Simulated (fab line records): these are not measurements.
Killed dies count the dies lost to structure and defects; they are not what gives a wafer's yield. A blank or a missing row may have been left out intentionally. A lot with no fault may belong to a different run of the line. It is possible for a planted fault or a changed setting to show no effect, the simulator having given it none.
Which tool is to blame? | flow sky130 | Sampling: 13 lots, 39 wafers, 4 of 708 route steps

## WHAT EACH GAUGE READ, for each wafer
SKY_LDD_HVN_OVL_MEAS_07.
lot  | measured     | on         | LDD_HVN_OVL (nm)
L989 | day 20 03:37 | overlay-02 | 2.5 1.9 1.1
L991 | day 21 02:07 | overlay-02 | -0.9 0.1 -0.1
L994 | day 22 07:40 | overlay-02 | 0.7 0.7 -0.4
L100 | day 24 15:29 | overlay-01 | -0.4 -0.5 0.6
L101 | day 24 23:10 | overlay-02 | 0.3 0.9 2.0
L102 | day 25 04:25 | overlay-02 | -0.2 -1.4 -3.1
L103 | day 25 09:01 | overlay-01 | 1.4 1.2 0.3
L106 | day 26 16:55 | overlay-01 | -0.7 -1.5 0.0
L107 | day 26 16:01 | overlay-02 | 0.6 0.4 0.4
L109 | day 27 16:41 | overlay-01 | 2.9 2.4 3.9
L110 | day 28 03:11 | overlay-01 | 1.6 0.6 1.2
L111 | day 28 09:16 | overlay-01 | 0.5 1.1 3.0
L112 | day 28 19:58 | overlay-02 | 2.4 2.9 1.9

SKY_SD_N_RS_MEAS_18: measurement is done with a four-point probe.
lot  | measured     | on            | RES_XHIGH_RS (ohm/sq)
L989 | day 27 17:59 | film metro-01 | 334.0 334.4 334.9
L991 | day 28 17:19 | film metro-01 | 332.1 332.6 332.2
L994 | day 29 19:12 | film metro-03 | 333.6 333.5 333.9
L100 | day 31 21:39 | film metro-03 | 334.3 333.2 332.4
L101 | day 32 05:56 | film metro-01 | 331.7 332.1 332.9
L102 | day 32 10:43 | film metro-04 | 334.0 333.9 333.7
L103 | day 32 14:46 | film metro-03 | 334.1 332.9 333.4
L106 | day 33 19:12 | film metro-04 | 333.7 334.0 333.1
L107 | day 33 18:47 | film metro-01 | 330.2 330.9 331.1
L109 | day 34 18:23 | film metro-03 | 333.7 333.6 333.8
L110 | day 35 04:01 | film metro-01 | 333.5 332.1 332.9
L111 | day 35 08:41 | film metro-03 | 334.1 334.7 334.1
L112 | day 35 18:50 | film metro-04 | 336.6 335.2 334.4

## TOOL THAT RAN EACH LOT (tool first, then ch and the chambers of the sampled wafers, then the start)
lot  | SKY_FIELD_ISO_ETCH_14             | SKY_POLY_GATE_SOFTBAKE_09
L989 | rie diel-03 ch 0,1, day 2 06:23   | litho track-04 ch 0, day 15 17:00
L991 | rie diel-04 ch 0,1,2, day 2 14:50 | litho track-03 ch 0, day 16 13:00
L994 | rie diel-01 ch 0,1,2, day 3 09:17 | litho track-04 ch 0, day 17 17:00
L100 | rie diel-01 ch 0,1,2, day 4 13:59 | litho track-01 ch 0, day 20 02:00
L101 | rie diel-03 ch 0,3, day 4 21:18   | litho track-01 ch 0, day 20 08:00
L102 | rie diel-04 ch 0,1, day 4 23:47   | litho track-01 ch 0, day 20 16:00
L103 | rie diel-04 ch 0,1,3, day 5 06:23 | litho track-04 ch 0, day 20 20:00
L106 | rie diel-01 ch 0,2,3, day 5 23:32 | litho track-04 ch 0, day 22 04:00
L107 | rie diel-03 ch 1,2,3, day 6 02:56 | litho track-04 ch 0, day 22 02:00
L109 | rie diel-03 ch 0,1,2, day 6 13:51 | litho track-03 ch 0, day 23 06:00
L110 | rie diel-01 ch 0,1,3, day 6 18:50 | litho track-04 ch 0, day 23 18:00
L111 | rie diel-03 ch 0,3, day 7 01:17   | litho track-01 ch 0, day 23 22:00
L112 | rie diel-04 ch 0,1,3, day 7 04:17 | litho track-01 ch 0, day 24 10:00
- SKY_FIELD_ISO_ETCH_14: etches BARC in N2/H2, stops on SiO2, time 45.9 s, target depth 60 nm.
- SKY_POLY_GATE_SOFTBAKE_09: time 90 s.

## AS READ BY THE TOOLS THEMSELVES (means over the sampled wafers that have a number; for cases with no such wafer, the mark the record gives instead)
SKY_FIELD_ISO_ETCH_14.
lot  | tool        | drypump motor current A (A) | oes product au (a.u.) | throttle valve pct (%)
L989 | rie diel-03 | 5.8                         | 0.855                 | 13.224
L991 | rie diel-04 | 5.4                         | 0.853                 | 13.228
L994 | rie diel-01 | 5.4                         | 0.856                 | 13.219
L100 | rie diel-01 | 5.4                         | 0.855                 | 13.227
L101 | rie diel-03 | 6.0                         | 0.853                 | 13.230
L102 | rie diel-04 | 5.2                         | 0.858                 | 13.229
L103 | rie diel-04 | 5.6                         | 0.859                 | 13.226
L106 | rie diel-01 | 5.7                         | 0.856                 | 13.224
L107 | rie diel-03 | 5.6                         | 0.852                 | 13.219
L109 | rie diel-03 | 5.8                         | 0.858                 | 13.224
L110 | rie diel-01 | 5.7                         | 0.854                 | 13.229
L111 | rie diel-03 | 6.0                         | 0.855                 | 13.220
L112 | rie diel-04 | 5.6                         | 0.859                 | 13.218

SKY_POLY_GATE_SOFTBAKE_09.
lot  | tool           | heater power total W (W) | resist line temp C (C) | run length s (s)
L989 | litho track-04 | 57.34                    | 23.07                  | 119.15
L991 | litho track-03 | 57.34                    | 23.02                  | 118.92
L994 | litho track-04 | 57.34                    | 22.95                  | 119.21
L100 | litho track-01 | 61.90                    | 22.93                  | 100.55
L101 | litho track-01 | 61.82                    | 23.06                  | 100.49
L102 | litho track-01 | 62.06                    | 23.04                  | 100.52
L103 | litho track-04 | 57.26                    | 22.98                  | 119.20
L106 | litho track-04 | 57.35                    | 23.03                  | 119.28
L107 | litho track-04 | 57.33                    | 22.86                  | 119.25
L109 | litho track-03 | 57.19                    | 23.02                  | 119.07
L110 | litho track-04 | 57.28                    | 23.01                  | 119.12
L111 | litho track-01 | 57.39                    | 23.03                  | 119.35
L112 | litho track-01 | 57.41                    | 22.86                  | 119.27

## THE ANSWER, worked out from the rows above alone
Rule: what is usual is taken from the lots themselves. The widest of any qualifying gaps counts: lots, ordered by their means at a reading, are off when they make up no more than a third of the lots, leave a main group of 4 or more, and stand apart from it by 3 or more times the standard deviation of that group's means. Not used: any main group whose means are identical at the precision the tables above print for the reading. Also off: a lot with no number at a reading for which 4 or more lots have one. The other lots that the step has rows for count as sound. After the gauges, taken in route order, come the tools' own readings; for these a lot's mean is taken, as printed above. At the first step where some lot is off, the reading lying furthest off is the one used; lots without a number count as furthest.
Off at SKY_POLY_GATE_SOFTBAKE_09 (run length s): L100, L101, L102. The main group has a mean of 119.18 s with a standard deviation of 0.12.
A tool fits if, at that step or a process step before it, it ran every lot that is off, and no sound lot after the first of them. Of those tried, none fits.

## WHAT HAD BEEN PUT IN BY THE SIMULATOR
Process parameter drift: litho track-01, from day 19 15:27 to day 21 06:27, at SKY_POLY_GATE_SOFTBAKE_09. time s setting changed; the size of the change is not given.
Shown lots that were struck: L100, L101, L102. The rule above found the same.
